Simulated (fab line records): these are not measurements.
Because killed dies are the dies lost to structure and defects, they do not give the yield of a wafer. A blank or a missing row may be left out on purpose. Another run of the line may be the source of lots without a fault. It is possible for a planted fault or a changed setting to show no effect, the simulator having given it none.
The same fault as seen by 2 desks -- flow gf180mcu -- each desk holds nothing but its own numbers, with what lay behind them at the end

THE TOOL OWNER'S DESK: implanter-03
GF_NSD_IMPLANT_09, tool's own readings: per-lot mean of the sampled wafers with a number, covering each lot this tool ran. A lot is out of limits, marked OUT, if its mean lies more than 4 standard deviations from the usual mean; the brackets give that distance.
Columns: A = beam-on-s at GF_NSD_IMPLANT_09, usual 18.0 s; B = end-station-pressure-torr at GF_NSD_IMPLANT_09, usual 1.34e-05 Torr; C = faraday-current-uA at GF_NSD_IMPLANT_09, usual 12227
lot,first seen here,A,B,C
L947,day 14 18:11,16.6,1.41e-05,13157
L949,day 15 07:01,22.5 (+4.5) OUT,1.28e-05,9730
L951,day 15 22:19,22.5 (+4.5) OUT,1.32e-05,9718
L965,day 20 20:44,17.0,1.42e-05,12850
L966,day 21 12:55,17.1,1.47e-05,12740
Finding of this desk: L949, L951 out of limits; the first was L949 at day 15 07:01, on beam-on-s at GF_NSD_IMPLANT_09. Within limits: L947, L965, L966.

AT THE METROLOGY DESK
Lot by lot, what the gauges showed, no matter which tool ran the lot: averages of those sampled wafers that carry a number. A lot is out of limits, marked OUT, if its mean lies more than 4 standard deviations from the usual mean; the brackets give that distance.
Columns: A = HV_LDD_CVD_54_THK at GF_HV_LDD_THK_MEAS_55, usual 10.09 nm; B = NSD_RS at GF_PSD_RS_MEAS_14, usual 46.13 ohm/sq
lot,first seen here,A,B
L947,day 13 20:23,10.08,46.16
L949,day 14 07:50,9.95,44.78 (-16) OUT
L950,day 14 22:58,9.89,46.00
L951,day 14 23:07,9.96,44.71 (-17) OUT
L954,day 16 07:03,10.05,46.06
L960,day 18 01:46,9.96,46.06
L961,day 18 08:21,10.10,46.09
L962,day 18 19:39,10.09,46.22
L963,day 19 05:39,10.24,46.15
L964,day 19 14:13,10.29,46.06
L965,day 19 17:47,10.09,46.07
L966,day 20 10:45,10.30,46.23
This desk's result: L949, L951 out of limits, first on L949 (NSD_RS at GF_PSD_RS_MEAS_14), day 16 05:46. Within limits: L947, L950, L954, L960, L961, L962, L963, L964, L965, L966.

PUT TOGETHER
The tool owner's desk could have raised an alarm at day 15 07:01, on L949, L951.
On L949, L951, the metrology desk was in a position to raise an alarm at day 16 05:46.
The lots listed all ran GF_NSD_IMPLANT_09 on implanter-03.

WHAT HAD BEEN PUT IN BY THE SIMULATOR
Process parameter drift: implanter-03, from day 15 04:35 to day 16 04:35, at GF_NSD_IMPLANT_09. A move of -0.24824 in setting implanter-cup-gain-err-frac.
Struck lots among those shown: L949, L951.
Fault start to first reading out of limits, in hours, per desk: tool owner, 2; metrology, 25.
